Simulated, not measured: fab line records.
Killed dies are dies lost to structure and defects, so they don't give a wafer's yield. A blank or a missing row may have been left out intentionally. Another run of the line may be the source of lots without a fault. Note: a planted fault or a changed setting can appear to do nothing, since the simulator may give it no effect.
Chamber matching || flow sky130 || SKY_POLY_GATE_ETCH_15 on rieDiel-04 has 4 sister chambers
The step etches BARC in N2/H2, stops on SiO2, time 118.5 s, target depth 110 nm. 16 wafers are shown with their chamber, then 8 later ones without.

EACH WAFER AND ITS CHAMBER
{"wafer": "L175.2", "chamber": 2, "drypumpMotorCurrentA (A)": 6.0, "throttleValvePct (%)": 13.210, "oesProductAu (a.u.)": 0.717}
{"wafer": "L175.3", "chamber": 3, "drypumpMotorCurrentA (A)": 5.9, "throttleValvePct (%)": 13.200, "oesProductAu (a.u.)": 0.717}
{"wafer": "L175.4", "chamber": 1, "drypumpMotorCurrentA (A)": 5.7, "throttleValvePct (%)": 13.194, "oesProductAu (a.u.)": 0.709}
{"wafer": "L176.1", "chamber": 1, "drypumpMotorCurrentA (A)": 5.7, "throttleValvePct (%)": 13.208, "oesProductAu (a.u.)": 0.712}
{"wafer": "L176.5", "chamber": 0, "drypumpMotorCurrentA (A)": 4.9, "throttleValvePct (%)": 13.204, "oesProductAu (a.u.)": 0.717}
{"wafer": "L176.6", "chamber": 1, "drypumpMotorCurrentA (A)": 5.7, "throttleValvePct (%)": 13.213, "oesProductAu (a.u.)": 0.714}
{"wafer": "L177.2", "chamber": 1, "drypumpMotorCurrentA (A)": 5.7, "throttleValvePct (%)": 13.207, "oesProductAu (a.u.)": 0.721}
{"wafer": "L177.3", "chamber": 0, "drypumpMotorCurrentA (A)": 4.9, "throttleValvePct (%)": 13.218, "oesProductAu (a.u.)": 0.716}
{"wafer": "L177.5", "chamber": 0, "drypumpMotorCurrentA (A)": 4.9, "throttleValvePct (%)": 13.192, "oesProductAu (a.u.)": 0.715}
{"wafer": "L179.1", "chamber": 3, "drypumpMotorCurrentA (A)": 5.8, "throttleValvePct (%)": 13.206, "oesProductAu (a.u.)": 0.720}
{"wafer": "L179.4", "chamber": 2, "drypumpMotorCurrentA (A)": 6.0, "throttleValvePct (%)": 13.211, "oesProductAu (a.u.)": 0.718}
{"wafer": "L179.6", "chamber": 2, "drypumpMotorCurrentA (A)": 6.0, "throttleValvePct (%)": 13.224, "oesProductAu (a.u.)": 0.715}
{"wafer": "L181.3", "chamber": 1, "drypumpMotorCurrentA (A)": 5.7, "throttleValvePct (%)": 13.207, "oesProductAu (a.u.)": 0.720}
{"wafer": "L181.5", "chamber": 0, "drypumpMotorCurrentA (A)": 5.0, "throttleValvePct (%)": 13.213, "oesProductAu (a.u.)": 0.726}
{"wafer": "L181.6", "chamber": 3, "drypumpMotorCurrentA (A)": 5.9, "throttleValvePct (%)": 13.205, "oesProductAu (a.u.)": 0.720}
{"wafer": "L192.3", "chamber": 3, "drypumpMotorCurrentA (A)": 5.9, "throttleValvePct (%)": 13.222, "oesProductAu (a.u.)": 0.708}

SIGNATURES (averages over the wafers above)
{"reading": "drypumpMotorCurrentA", "chamber 0": 4.925, "chamber 1": 5.700, "chamber 2": 6.000, "chamber 3": 5.875, "scatter within a chamber": 0.0354}
{"reading": "throttleValvePct", "chamber 0": 13.20675, "chamber 1": 13.20580, "chamber 2": 13.21500, "chamber 3": 13.20825, "scatter within a chamber": 0.00906}
{"reading": "oesProductAu", "chamber 0": 0.71850, "chamber 1": 0.71520, "chamber 2": 0.71667, "chamber 3": 0.71625, "scatter within a chamber": 0.00488}
Rule: for each reading, subtract the chamber's mean from the wafer's reading, divide by that reading's scatter and square the result; add these up over the readings and take the root, which gives the wafer's distance from the chamber. The wafer belongs to the nearest chamber; if the next one is less than 2 further off, it can't be placed. The scatter is the square root of a quotient: the sum, over the shown wafers, of each reading's squared deviation from its chamber's mean, divided by wafers minus chambers.

WAFERS WHOSE CHAMBER IS MISSING
{"wafer": "L192.4", "drypumpMotorCurrentA (A)": 4.9, "throttleValvePct (%)": 13.212, "oesProductAu (a.u.)": 0.720}
{"wafer": "L192.6", "drypumpMotorCurrentA (A)": 5.9, "throttleValvePct (%)": 13.218, "oesProductAu (a.u.)": 0.715}
{"wafer": "L197.3", "drypumpMotorCurrentA (A)": 4.9, "throttleValvePct (%)": 13.193, "oesProductAu (a.u.)": 0.716}
{"wafer": "L197.4", "drypumpMotorCurrentA (A)": 5.6, "throttleValvePct (%)": 13.204, "oesProductAu (a.u.)": 0.718}
{"wafer": "L197.6", "drypumpMotorCurrentA (A)": 5.8, "throttleValvePct (%)": 13.204, "oesProductAu (a.u.)": 0.722}
{"wafer": "L198.2", "drypumpMotorCurrentA (A)": 5.0, "throttleValvePct (%)": 13.217, "oesProductAu (a.u.)": 0.720}
{"wafer": "L198.4", "drypumpMotorCurrentA (A)": 5.8, "throttleValvePct (%)": 13.215, "oesProductAu (a.u.)": 0.709}
{"wafer": "L198.5", "drypumpMotorCurrentA (A)": 5.7, "throttleValvePct (%)": 13.219, "oesProductAu (a.u.)": 0.722}

WHICH CHAMBER EACH WENT THROUGH
{"wafer": "L192.4", "from the rows above": 0, "in truth": 0}
{"wafer": "L192.6", "from the rows above": "can't be placed: 3 or 2", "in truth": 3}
{"wafer": "L197.3", "from the rows above": 0, "in truth": 0}
{"wafer": "L197.4", "from the rows above": 1, "in truth": 1}
{"wafer": "L197.6", "from the rows above": "can't be placed: 3 or 1", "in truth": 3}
{"wafer": "L198.2", "from the rows above": 0, "in truth": 0}
{"wafer": "L198.4", "from the rows above": "can't be placed: 3 or 1", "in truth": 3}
{"wafer": "L198.5", "from the rows above": 1, "in truth": 1}
Correct placement for 5 of the 8. Unplaceable from these rows: 3, with the true chamber sitting among the candidates in 3. Number placed wrongly: 0.
